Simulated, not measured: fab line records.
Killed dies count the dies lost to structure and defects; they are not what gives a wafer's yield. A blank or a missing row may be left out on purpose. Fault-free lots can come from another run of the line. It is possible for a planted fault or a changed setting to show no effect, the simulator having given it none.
Which tool was responsible? :: flow sky130 :: 36 wafers sampled from 12 lots at 1 step of a route of 708

== WHAT THE GAUGES SHOWED, per wafer ==
SKY_SD_P_OVL_MEAS_08.
lot: L076
measured: day 26 19:28
on: overlay-01
SD_P_OVL (nm): -0.4 0.0 -0.5

lot: L078
measured: day 27 02:47
on: overlay-02
SD_P_OVL (nm): -1.8 -1.6 0.1

lot: L079
measured: day 27 12:04
on: overlay-02
SD_P_OVL (nm): -2.5 -1.9 -2.6

lot: L081
measured: day 28 06:27
on: overlay-01
SD_P_OVL (nm): -0.5 0.5 1.7

lot: L082
measured: day 28 20:53
on: overlay-01
SD_P_OVL (nm): -1.8 -1.3 -1.6

lot: L085
measured: day 29 22:58
on: overlay-01
SD_P_OVL (nm): -0.5 2.0 1.2

lot: L087
measured: day 30 04:27
on: overlay-02
SD_P_OVL (nm): -1.2 -2.1 -2.8

lot: L089
measured: day 31 06:44
on: overlay-01
SD_P_OVL (nm): -1.6 -1.5 -1.0

lot: L091
measured: day 31 12:10
on: overlay-02
SD_P_OVL (nm): -0.2 0.1 0.9

lot: L094
measured: day 32 08:20
on: overlay-02
SD_P_OVL (nm): 1.1 0.6 0.6

lot: L096
measured: day 34 09:04
on: overlay-01
SD_P_OVL (nm): -0.3 -2.7 0.1

lot: L095
measured: day 34 12:10
on: overlay-02
SD_P_OVL (nm): -2.1 -0.9 -0.9

== TOOL THAT RAN EACH LOT (tool first, then ch and the chambers of the sampled wafers, then the start) ==
Record: no process step prior to these readings.

== THE ANSWER, worked out from the rows above alone ==
Rule: the usual values come from the lots themselves. Put in order of their means at a reading, lots are off if they are a third of the lots or fewer, leave a main group of 4 or more, and stand apart from it by a gap of 3 or more times the standard deviation of the main group's means; of several such gaps the widest counts. A main group is skipped when, at the precision printed for the reading in the tables above, its means are all equal. A lot without any number at a reading at which 4 lots or more have one is off too. Any other lot the step has rows for is counted as sound.
Across all readings shown, no lot is off: no conclusion can be drawn from this.

== WHAT WAS PUT IN BY THE SIMULATOR ==
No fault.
